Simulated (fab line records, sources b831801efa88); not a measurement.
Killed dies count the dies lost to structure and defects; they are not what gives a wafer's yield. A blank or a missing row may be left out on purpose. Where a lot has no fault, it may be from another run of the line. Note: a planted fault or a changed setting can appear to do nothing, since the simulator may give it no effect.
Chamber matching :: flow gf180mcu :: GF_V5_CVD_02 on pecvd-01: 3 sister chambers
The step deposits SiO2 from TEOS, target thk 1450 nm, time 163.28 s. 6 wafers are shown with their chamber, then 8 later ones without.

== WAFERS WITH THEIR CHAMBER ==
wafer: L078.3
chamber: 1
heater power w (W): 623

wafer: L078.6
chamber: 1
heater power w (W): 664

wafer: L084.2
chamber: 2
heater power w (W): 513

wafer: L084.3
chamber: 0
heater power w (W): 590

wafer: L084.4
chamber: 2
heater power w (W): 590

wafer: L085.1
chamber: 0
heater power w (W): 621

== WAFERS MISSING THEIR CHAMBER ==
wafer: L085.2
heater power w (W): 501

wafer: L085.3
heater power w (W): 599

wafer: L085.4
heater power w (W): 653

wafer: L085.5
heater power w (W): 582

wafer: L085.6
heater power w (W): 683

wafer: L092.1
heater power w (W): 570

wafer: L092.3
heater power w (W): 647

wafer: L092.6
heater power w (W): 542

== WHICH CHAMBER EACH ONE RAN IN ==
wafer: L085.2
from the rows above: can't be placed: 2 or 0
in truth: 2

wafer: L085.3
from the rows above: can't be placed: 0 or 1 or 2
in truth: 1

wafer: L085.4
from the rows above: can't be placed: 1 or 0
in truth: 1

wafer: L085.5
from the rows above: can't be placed: 0 or 2 or 1
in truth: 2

wafer: L085.6
from the rows above: can't be placed: 1 or 0
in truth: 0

wafer: L092.1
from the rows above: can't be placed: 2 or 0 or 1
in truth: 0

wafer: L092.3
from the rows above: can't be placed: 1 or 0
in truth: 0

wafer: L092.6
from the rows above: can't be placed: 2 or 0
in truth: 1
Correct placement for 0 of the 8. Unplaceable from these rows: 8, with the true chamber sitting among the candidates in 7. 0 placed wrongly.
How it was worked out, from the rows above alone: a wafer's distance from a chamber is the root of the sum, over the readings, of the square of ((its reading less the chamber's mean) divided by the reading's scatter). The wafer belongs to the nearest chamber; if the next one is less than 2 further off, it can't be placed. For every chamber, the mean is computed from those of its wafers that are shown. The scatter: take each reading less its chamber's mean, square it, sum over the shown wafers, divide by the number of wafers less the number of chambers, and take the root.
